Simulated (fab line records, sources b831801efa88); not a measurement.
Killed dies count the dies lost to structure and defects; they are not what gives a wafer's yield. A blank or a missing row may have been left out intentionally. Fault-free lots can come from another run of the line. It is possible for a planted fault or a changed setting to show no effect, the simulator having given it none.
What tool caused it? ; flow gf180mcu ; 7 lots with 21 wafers sampled at 2 steps, on a route of 602 steps

== WHAT THE GAUGES READ, wafer by wafer ==
GF_V5_CD_MEAS_14: the cd target is 260 nm.
lot;measured;on;cd-nm (nm)
L737;day 28 08:46;cd-sem-01;259.8 261.3 260.3
L739;day 28 22:02;cd-sem-01;259.7 258.3 257.8
L741;day 29 08:56;cd-sem-01;261.7 261.7 261.0
L744;day 30 13:20;cd-sem-02;261.2 261.4 260.1
L746;day 31 14:31;cd-sem-02;261.2 261.5 261.3
L751;day 32 19:58;cd-sem-01;259.9 258.9 260.1
L753;day 33 04:31;cd-sem-02;260.2 261.1 261.5

== EACH LOT AND THE TOOL THAT RAN IT (in order: tool; ch and the chambers of the sampled wafers; start) ==
lot;GF_SALICIDE_SPUTTER_02
L737;pvd-sputter-03, day 16 07:20
L739;pvd-sputter-01, day 16 23:08
L741;pvd-sputter-01, day 17 15:05
L744;pvd-sputter-03, day 19 01:23
L746;pvd-sputter-03, day 20 11:52
L751;pvd-sputter-01, day 22 04:23
L753;pvd-sputter-01, day 22 13:19
- GF_SALICIDE_SPUTTER_02: material Co, target thk 10 nm, time 20 s.

== THE ANSWER, worked out from the rows above alone ==
Rule: usual is defined by the lots themselves. Put in order of their means at a reading, lots are off if they are a third of the lots or fewer, leave a main group of 4 or more, and stand apart from it by a gap of 3 or more times the standard deviation of the main group's means; of several such gaps the widest counts. If all means in a main group match to the digits the tables above print for the reading, that group is not used. Also off: a lot with no number at a reading for which 4 or more lots have one. Any other lot the step has rows for is counted as sound.
None of the lots is off at any reading shown; this tells nothing.

== WHAT THE SIMULATOR HAD INSERTED ==
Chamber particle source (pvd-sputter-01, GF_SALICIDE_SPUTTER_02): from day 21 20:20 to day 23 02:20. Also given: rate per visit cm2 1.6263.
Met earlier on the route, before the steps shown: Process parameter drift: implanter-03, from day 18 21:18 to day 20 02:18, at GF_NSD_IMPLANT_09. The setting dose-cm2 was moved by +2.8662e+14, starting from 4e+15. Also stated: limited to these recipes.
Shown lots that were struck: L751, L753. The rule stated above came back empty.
